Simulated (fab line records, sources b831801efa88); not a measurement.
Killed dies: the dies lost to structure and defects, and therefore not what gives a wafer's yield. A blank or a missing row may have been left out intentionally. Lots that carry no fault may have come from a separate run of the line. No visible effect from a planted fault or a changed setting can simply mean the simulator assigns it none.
What tool caused it?	flow gf180mcu	11 lots with 33 wafers sampled at 4 steps, on a route of 602 steps

## WHAT THE GAUGES READ, wafer by wafer
GF_NSD_TW_MEAS_12.
lot	measured	on	NSD_TW
L467	day 13 23:45	film_metro-01	4203 4195 4194
L468	day 14 06:44	film_metro-04	4267 4239 4254
L471	day 15 05:50	film_metro-02	4314 4331 4289
L472	day 15 08:40	film_metro-04	4277 4278 4266
L473	day 15 20:09	film_metro-02	4296 4276 4280
L474	day 16 02:26	film_metro-02	4300 4268 4282
L475	day 16 07:32	film_metro-01	4178 4164 4173
L476	day 16 14:29	film_metro-04	4254 4262 4288
L483	day 19 04:19	film_metro-04	4827 4823 4845
L484	day 19 13:52	film_metro-02	4899 4867 4869
L485	day 19 23:32	film_metro-02	4897 4850 4857

## EACH LOT AND THE TOOL THAT RAN IT (in order: tool; ch and the chambers of the sampled wafers; start)
lot	GF_POLY_GATE_STRIP_14	GF_NSD_IMPLANT_09	GF_NSD_STRIP_11
L467	plasma_asher-04 ch 0,1, day 9 15:31	implanter-04 ch 0, day 13 23:21	plasma_asher-04 ch 0,1, day 13 23:39
L468	plasma_asher-03 ch 0,1, day 10 00:23	implanter-04 ch 0, day 14 06:22	plasma_asher-01 ch 0,1, day 14 06:38
L471	plasma_asher-02 ch 0,1, day 10 18:51	implanter-04 ch 0, day 15 05:26	plasma_asher-04 ch 0,1, day 15 05:44
L472	plasma_asher-04 ch 0,1, day 10 23:34	implanter-01 ch 0, day 15 08:18	plasma_asher-04 ch 0,1, day 15 08:35
L473	plasma_asher-04 ch 0,1, day 11 08:58	implanter-01 ch 0, day 15 19:45	plasma_asher-01 ch 0,1, day 15 20:03
L474	plasma_asher-04 ch 0,1, day 11 13:07	implanter-04 ch 0, day 16 02:02	plasma_asher-01 ch 0,1, day 16 02:20
L475	plasma_asher-02 ch 0,1, day 11 17:54	implanter-01 ch 0, day 16 07:10	plasma_asher-01 ch 0,1, day 16 07:26
L476	plasma_asher-03 ch 0,1, day 12 02:02	implanter-01 ch 0, day 16 14:05	plasma_asher-01 ch 0,1, day 16 14:23
L483	plasma_asher-03 ch 0,1, day 14 04:14	implanter-01 ch 0, day 19 03:55	plasma_asher-04 ch 0,1, day 19 04:13
L484	plasma_asher-04 ch 0,1, day 14 11:15	implanter-03 ch 0, day 19 13:30	plasma_asher-01 ch 0,1, day 19 13:47
L485	plasma_asher-02 ch 0,1, day 14 20:37	implanter-03 ch 0, day 19 23:10	plasma_asher-01 ch 0,1, day 19 23:26
- GF_POLY_GATE_STRIP_14: strips in O2/N2.
- GF_NSD_IMPLANT_09
- GF_NSD_STRIP_11: strips in O2/N2.

## THE ANSWER, worked out from the rows above alone
Rule: the usual values come from the lots themselves. Put in order of their means at a reading, lots are off if they are a third of the lots or fewer, leave a main group of 4 or more, and stand apart from it by a gap of 3 or more times the standard deviation of the main group's means; of several such gaps the widest counts. A main group whose means are all the same, to the digits that the tables above print for the reading, isn't used. Also off: a lot with no number at a reading for which 4 or more lots have one. All remaining lots with rows at the step are treated as sound.
Off: L483, L484, L485, seen at GF_NSD_TW_MEAS_12 (NSD_TW). Main group: mean 4255, sd 44.
If a tool, at a process step before that reading, ran all the lots that are off and no sound lot after the first of them, it fits. The gauges at GF_NSD_TW_MEAS_12 are tried like those tools. No candidate that was tried fits.

## WHAT THE SIMULATOR HAD PUT IN
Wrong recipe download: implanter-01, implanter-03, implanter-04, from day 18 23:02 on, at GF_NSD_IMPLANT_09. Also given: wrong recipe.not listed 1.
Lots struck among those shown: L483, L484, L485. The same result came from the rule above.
